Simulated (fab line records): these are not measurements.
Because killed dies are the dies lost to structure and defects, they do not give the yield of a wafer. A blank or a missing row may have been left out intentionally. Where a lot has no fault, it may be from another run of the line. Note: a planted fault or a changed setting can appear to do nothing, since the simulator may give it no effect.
Code-filled problem report in 8D (eight disciplines) form ; flow gf180mcu ; the parts of the form that need people (team, actions taken, sign-off) are left out

1. WHAT WENT WRONG
M1_ALCU_RS at GF_M1_RS_MEAS_05 reads a mean of 0.0543 ohm/sq on 2 wafers of 2 lots; wafers without a fault read 0.0691 ohm/sq with a standard deviation of 0.00078. Measured from the usual mean, that is -19 standard deviations.
The step: measures by four-point-probe.
Seen first at day 22 08:02 on filmMetro-03, wafer L953.3. Wafers with a number at this step in the record: 33, from 11 lots. The rule behind "out" and "out of limits": a value lying over 4 standard deviations away from the usual mean. Any other wafer with a number is counted as sound.

2. WHAT IT IS, AND WHAT IT ISN'T
question;is;is not
which readings at this step;M1_ALCU_RS;-
which lots;L953, L957;L937, L941, L943, L946, L948, L951, L952, L956, L960
which wafers of those lots;L953.3, L957.2;L953.2, L953.4, L957.1, L957.4
read on which gauges;filmMetro-03, filmMetro-04;filmMetro-02
when;from day 22 08:02;"up to then (23 sound wafers); but 8 sound wafers of L956, L957, L960 came after"

3. WHAT RULES OUT EACH SUSPECT
Counting: a tool at a process step up to the reading stays a suspect if it ran every lot that is out. Sound lots after the first of them don't rule it out here, since some wafers of a struck lot are sound.
- the gauge at GF_M1_RS_MEAS_05 has been ruled out. 2 gauges (filmMetro-03, filmMetro-04) read the wafers that are out.
- pvdSputter-04 at GF_M1_SPUTTER_02 (material AlCu, target thk 450 nm, time 23.9 s): kept. It processed each lot that is out (first: L953, day 22 07:55); up to then, its last sound lot is L952 (day 22 06:17).
- pvdSputter-04 at GF_M1_SPUTTER_04 (material TiN, target thk 50 nm, time 41.7 s): kept. It processed each lot that is out (first: L953, day 22 07:58); up to then, its last sound lot is L952 (day 22 06:20).
The count leaves pvdSputter-04 at GF_M1_SPUTTER_04 and pvdSputter-04 at GF_M1_SPUTTER_02.

4. THE CAUSE (what the simulator had put in)
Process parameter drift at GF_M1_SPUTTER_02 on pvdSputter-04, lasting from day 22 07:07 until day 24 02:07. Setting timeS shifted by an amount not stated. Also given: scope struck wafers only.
After counting, 2 suspects remain, this tool included.

5. THE CHAIN OF EFFECTS, in route order
Rows list readings where the struck wafers' mean (over those with a number) sits beyond 3 standard deviations from the usual. Only readings for which the record gives a usual standard deviation are gone through. hours: the time from each lot's start at the first step in this table that gives one to its start at this step, as a median over the lots. sigmas: the change in usual standard deviations.
hours;step;reading;usual;on struck wafers;change;sigmas
0;GF_M1_RS_MEAS_05;M1_ALCU_RS;0.0691 ohm/sq;0.0543;-0.0148;-19
0;GF_M1_THK_MEAS_06;M1_ALCU_THK;448 nm;568;+120;+19

6. HOW IT WOULD HAVE BEEN CAUGHT EARLIER
In this record the first reading out of limits at a measuring or inspecting step was taken at day 22 08:02, 1 hour after the fault began at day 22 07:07.
No tool reading at GF_M1_SPUTTER_02 that has a usual standard deviation in the record was out on any struck wafer, so an alarm limit of 4 standard deviations on those readings would not have fired.
Of the lots that are out (2), L957 began GF_M1_SPUTTER_02 on pvdSputter-04 after day 22 08:02. A tool hold placed at that time would have kept it from harm.
